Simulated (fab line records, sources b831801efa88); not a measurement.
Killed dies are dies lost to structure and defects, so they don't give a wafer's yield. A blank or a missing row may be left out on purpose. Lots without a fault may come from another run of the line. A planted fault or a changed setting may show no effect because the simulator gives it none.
Which tool did it? | flow sky130 | 6 lots, 18 wafers sampled, at 3 steps of a route of 708

WHAT THE GAUGES READ, wafer by wafer
SKY_VT_ADJUST_HVTR_TW_MEAS_11.
lot  | measured     | on            | VT_ADJUST_HVTR_TW
L994 | day 10 13:31 | film_metro-03 | 208.3 209.7 208.2
L999 | day 11 16:12 | film_metro-02 | 208.1 208.2 207.9
L103 | day 12 18:13 | film_metro-03 | 208.8 209.5 208.7
L105 | day 13 08:06 | film_metro-02 | 190.5 191.5 191.2 190.3 190.9 191.2
L107 | day 13 16:40 | film_metro-03 | 209.7 208.8 209.8
L115 | day 16 04:15 | film_metro-02 | 206.2 205.2 204.4

WHICH TOOL RAN EACH LOT (tool, then ch and the chambers of the sampled wafers, then the start)
lot  | SKY_VT_ADJUST_NCORE_STRIP_10         | SKY_VT_ADJUST_HVTR_IMPLANT_09
L994 | plasma_asher-01 ch 0,1, day 9 14:57  | implanter-02 ch 0, day 10 13:17
L999 | plasma_asher-03 ch 0,1, day 10 16:06 | implanter-04 ch 0, day 11 15:57
L103 | plasma_asher-01 ch 0,1, day 11 17:21 | implanter-02 ch 0, day 12 17:59
L105 | plasma_asher-03 ch 0,1, day 12 07:18 | implanter-02 ch 0, day 13 07:51
L107 | plasma_asher-01 ch 0,1, day 12 16:12 | implanter-04 ch 0, day 13 16:25
L115 | plasma_asher-03 ch 0,1, day 15 01:27 | implanter-04 ch 0, day 16 04:00
- SKY_VT_ADJUST_NCORE_STRIP_10: strips in O2/N2.
- SKY_VT_ADJUST_HVTR_IMPLANT_09

THE ANSWER, worked out from the rows above alone
Rule: what is usual is taken from the lots themselves. Put in order of their means at a reading, lots are off if they are a third of the lots or fewer, leave a main group of 4 or more, and stand apart from it by a gap of 3 or more times the standard deviation of the main group's means; of several such gaps the widest counts. A main group whose means are all the same, to the digits that the tables above print for the reading, isn't used. A lot without any number at a reading at which 4 lots or more have one is off too. The other lots that the step has rows for count as sound.
Off: L105, at SKY_VT_ADJUST_HVTR_TW_MEAS_11 (VT_ADJUST_HVTR_TW). The main group: mean 208.1, standard deviation 1.5.
A tool fits if, at a process step before that reading, it ran every lot that is off, and no sound lot after the first of them. The gauges at SKY_VT_ADJUST_HVTR_TW_MEAS_11 are tried like those tools. One fits: implanter-02 at SKY_VT_ADJUST_HVTR_IMPLANT_09. Its last sound lot is L103 (day 12 17:59), its first lot that is off L105 (day 13 07:51): a fault that began between those two fits.

WHAT THE SIMULATOR HAD PUT IN
Process parameter drift: implanter-02, from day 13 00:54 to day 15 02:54, at SKY_VT_ADJUST_HVTR_IMPLANT_09. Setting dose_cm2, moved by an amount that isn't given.
Lots struck among those shown: L105. The rule above found the same.
